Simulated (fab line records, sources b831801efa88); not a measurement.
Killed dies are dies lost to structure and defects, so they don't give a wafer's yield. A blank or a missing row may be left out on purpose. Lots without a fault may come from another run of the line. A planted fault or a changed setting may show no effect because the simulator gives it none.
One fault seen from 2 desks | flow sky130 | each desk has only its own numbers; what lay behind them comes last

THE METROLOGY DESK
What the gauges read, lot by lot, whatever tool the lot ran on: means of the sampled wafers that have a number. A lot is out of limits, marked OUT, if its mean lies more than 4 standard deviations from the usual mean; the brackets give that distance.
Columns: A = GATE_OXIDE_OXIDATION_00_THK at SKY_GATE_OXIDE_THK_MEAS_02, usual 10.25 nm
lot  | first seen here | A
L388 | day 12 22:34    | 10.59
L389 | day 13 01:26    | 10.48
L390 | day 13 12:07    | 10.41
L392 | day 14 02:06    | 10.16
L393 | day 14 10:58    | 10.28
L394 | day 14 16:16    | 10.27
L395 | day 15 08:47    | 10.33
L396 | day 15 11:47    | 10.27
L398 | day 16 09:31    | 10.12
L404 | day 18 12:55    | 13.29 (+17) OUT
L405 | day 18 12:55    | 12.95 (+15) OUT
L406 | day 18 18:20    | 10.41
L408 | day 19 12:25    | 10.17
L409 | day 19 23:54    | 10.09
This desk's finding: out of limits on L404, L405; first on L404, day 18 12:55 (GATE_OXIDE_OXIDATION_00_THK at SKY_GATE_OXIDE_THK_MEAS_02). In limits: L388, L389, L390, L392, L393, L394, L395, L396, L398, L406, L408, L409.

THE TOOL OWNER'S DESK: furnace-02
The tool's own readings at SKY_GATE_OXIDE_OXIDATION_01 (stabilise 600 s, purge 300 s, target thk 10.268 nm): means of the sampled wafers that have a number, for each lot that ran on this tool. A lot is out of limits, marked OUT, if its mean lies more than 4 standard deviations from the usual mean; the brackets give that distance. Of its 10 readings 7 are shown: the one that was out of limits first, and those that lie furthest out on some lot.
Columns: A = spike_tc_bottom_C at SKY_GATE_OXIDE_OXIDATION_01, usual 919.4 C; B = spike_tc_centre_C at SKY_GATE_OXIDE_OXIDATION_01, usual 901.1 C; C = spike_tc_lower_C at SKY_GATE_OXIDE_OXIDATION_01, usual 900.8 C; D = spike_tc_top_C at SKY_GATE_OXIDE_OXIDATION_01, usual 908.8 C; E = spike_tc_upper_C at SKY_GATE_OXIDE_OXIDATION_01, usual 900.7 C; F = tube_center_temp_C at SKY_GATE_OXIDE_OXIDATION_01, usual 900.01 C; G = tube_center_temp_C_max at SKY_GATE_OXIDE_OXIDATION_01, usual 902.3
lot  | first seen here | A               | B               | C               | D               | E               | F                        | G
L388 | day 12 21:10    | 918.3           | 901.9           | 900.6           | 908.9           | 900.4           | 899.93                   | 902.5
L390 | day 13 10:42    | 919.0           | 901.9           | 900.1           | 908.1           | 901.9           | 900.05                   | 902.5
L393 | day 14 09:33    | 918.3           | 901.7           | 900.2           | 909.4           | 901.4           | 900.11                   | 902.1
L398 | day 16 08:02    | 919.2           | 901.1           | 900.8           | 909.5           | 900.3           | 900.03                   | 902.2
L404 | day 18 11:31    | 942.3 (+18) OUT | 925.3 (+22) OUT | 923.4 (+21) OUT | 932.3 (+24) OUT | 924.3 (+24) OUT | 923.49 (+99 or more) OUT | 925.7 (+62) OUT
L405 | day 18 11:31    | 941.7 (+17) OUT | 924.6 (+21) OUT | 924.2 (+21) OUT | 931.2 (+23) OUT | 924.4 (+24) OUT | 923.48 (+99 or more) OUT | 925.8 (+62) OUT
This desk's finding: out of limits on L404, L405; first on L404, day 18 11:31 (spike_tc_bottom_C at SKY_GATE_OXIDE_OXIDATION_01). In limits: L388, L390, L393, L398.

PUT TOGETHER
The tool owner's desk could have raised an alarm at day 18 11:31, on L404, L405.
The metrology desk could have raised an alarm at day 18 12:55, on L404, L405.
Of the lots named, all ran SKY_GATE_OXIDE_OXIDATION_01 on furnace-02.

WHAT THE SIMULATOR HAD PUT IN
Process parameter drift: furnace-02, from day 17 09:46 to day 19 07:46, at SKY_GATE_OXIDE_OXIDATION_01. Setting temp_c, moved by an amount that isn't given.
Lots struck among those shown: L404, L405.
Hours from the fault's start to each desk's first reading out of limits: the tool owner's desk, 26; the metrology desk, 27.
